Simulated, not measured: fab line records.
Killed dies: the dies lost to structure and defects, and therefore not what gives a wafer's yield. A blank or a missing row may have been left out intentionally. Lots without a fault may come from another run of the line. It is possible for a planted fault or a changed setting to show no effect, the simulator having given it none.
8D (eight disciplines) problem report, filled in by code    flow gf180mcu    the parts of the form that need people (team, actions taken, sign-off) are left out

== 1. PROBLEM STATEMENT ==
Mean of biasW at GF_M4_METAL_ETCH_16: 207.7 W across 6 wafers in 2 lots; on wafers with no fault it is 140.0 W (standard deviation 0.43). So: +99 or more standard deviations from the usual mean.
The step: etches the open film in Cl2/BCl3, stops on SiO2, target depth 750.8 nm, time 125.1 s.
First seen on wafer L968.2, day 27 23:11, on rieMetal-01. Wafers with a number at this step in the record: 33, from 11 lots. Rule for "out", or "out of limits": more than 4 standard deviations from the usual mean. The other wafers with a number count as sound.

== 2. WHAT THIS IS AND IS NOT ==
question                     is                      is not
which readings at this step  biasW                   drypumpMotorCurrentA
which lots                   L968, L970              L954, L955, L958, L960, L961, L964, L972, L973, L977
which wafers of those lots   all that have a number  -
read on which tools          rieMetal-01             rieMetal-02, rieMetal-04
when                         from day 27 23:11       up to then (18 sound wafers); but 9 sound wafers of L972, L973, L977 came after

== 3. SUSPECTS, AND WHAT RULES EACH OUT ==
Counting: a tool stays on the suspect list if, at a process step up to the reading, it processed all lots that are out and no sound lot following the first of them.
- rieMetal-01 at GF_M4_METAL_ETCH_16 (etches the open film in Cl2/BCl3, stops on SiO2, target depth 750.8 nm, time 125.1 s): kept. It processed each lot that is out, first L968 at day 27 23:11, and no sound lot thereafter; up to then, the last sound lot it processed was L961 at day 26 03:59. Its own biasW readings are out on those wafers.
After counting, what remains is rieMetal-01 at GF_M4_METAL_ETCH_16.

== 4. THE CAUSE (what the simulator had put in) ==
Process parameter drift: rieMetal-01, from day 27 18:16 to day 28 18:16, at GF_M4_METAL_ETCH_16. A move of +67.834 in setting biasW, from 140. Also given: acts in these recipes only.
This tool alone remained once counting was done.

== 5. THE EFFECT CHAIN, in route order ==
Each row: a reading whose mean over the struck wafers that have a number lies more than 3 standard deviations from the usual. Only readings whose record carries a usual standard deviation are examined. hours: median over the lots of the time between each lot's start at the first step of this table that gives one and its start at this step. sigmas: the change, counted in usual standard deviations.
hours  step                 reading               usual       on struck wafers  change  sigmas
0      GF_M4_METAL_ETCH_16  biasW                 140.0 W     207.7             +67.7   +99 or more
0      GF_M4_STRIP_17       oesProductAu          0.537 a.u.  0.519             -0.018  -3.8
0      GF_M4_STRIP_17       stripTimeToEndpointS  7.40 s      6.95              -0.45   -9.3
The process steps in it:
- GF_M4_METAL_ETCH_16: etches the open film in Cl2/BCl3, stops on SiO2, target depth 750.8 nm, time 125.1 s.
- GF_M4_STRIP_17: strips in O2/N2.
At these later measuring or inspecting steps, every struck wafer for which the step has a row has a number for every such reading, and none has moved that far: GF_V4_THK_MEAS_01, GF_V4_BOW_MEAS_05.

== 6. HOW IT WOULD HAVE BEEN CAUGHT EARLIER ==
The fault began at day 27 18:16; the first out-of-limits reading in this record came at day 27 23:11, 5 hours later.
